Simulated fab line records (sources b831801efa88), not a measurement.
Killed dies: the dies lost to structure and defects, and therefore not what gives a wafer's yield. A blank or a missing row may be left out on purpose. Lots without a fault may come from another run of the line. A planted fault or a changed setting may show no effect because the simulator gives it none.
Which tool did it?    flow sky130    12 lots with 36 wafers sampled at 2 steps, on a route of 708 steps

## WHAT THE GAUGES READ, wafer by wafer
SKY_METAL3_CD_MEAS_13 targets a cd of 300 nm.
lot   measured      on         cd_nm (nm)
L075  day 38 21:40  cd_sem-01  299.9 301.6 301.5
L077  day 39 06:58  cd_sem-01  299.4 300.5 299.3
L079  day 40 01:50  cd_sem-02  300.5 298.8 299.4
L081  day 40 19:54  cd_sem-02  298.1 297.7 299.3
L083  day 41 07:10  cd_sem-01  300.3 299.6 299.3
L085  day 41 16:31  cd_sem-01  303.3 302.8 302.3
L087  day 42 05:10  cd_sem-02  297.7 297.8 299.0
L089  day 42 18:18  cd_sem-02  301.5 301.2 301.3
L091  day 43 12:29  cd_sem-02  300.4 301.0 301.0
L093  day 44 05:01  cd_sem-01  299.6 296.6 299.4
L095  day 44 10:28  cd_sem-02  299.4 300.2 299.3
L097  day 46 02:38  cd_sem-01  299.6 299.7 299.9

## WHICH TOOL RAN EACH LOT (tool, then ch and the chambers of the sampled wafers, then the start)
lot   SKY_CAPM_SPUTTER_02
L075  pvd_sputter-02, day 36 17:04
L077  pvd_sputter-02, day 37 03:54
L079  pvd_sputter-02, day 38 00:01
L081  pvd_sputter-01, day 38 19:23
L083  pvd_sputter-02, day 39 07:47
L085  pvd_sputter-01, day 39 19:24
L087  pvd_sputter-01, day 40 06:48
L089  pvd_sputter-01, day 40 21:53
L091  pvd_sputter-02, day 41 13:47
L093  pvd_sputter-03, day 42 06:50
L095  pvd_sputter-03, day 42 13:02
L097  pvd_sputter-02, day 44 07:31
- SKY_CAPM_SPUTTER_02: material TiN, target thk 200 nm, time 166.7 s.

## THE ANSWER, worked out from the rows above alone
Rule: what is usual is taken from the lots themselves. Put in order of their means at a reading, lots are off if they are a third of the lots or fewer, leave a main group of 4 or more, and stand apart from it by a gap of 3 or more times the standard deviation of the main group's means; of several such gaps the widest counts. Not used: any main group whose means are identical at the precision the tables above print for the reading. Also off: a lot with no number at a reading for which 4 or more lots have one. Where the step has rows for the other lots, those lots are counted as sound.
None of the lots is off at any reading shown; this tells nothing.

## WHAT THE SIMULATOR HAD PUT IN
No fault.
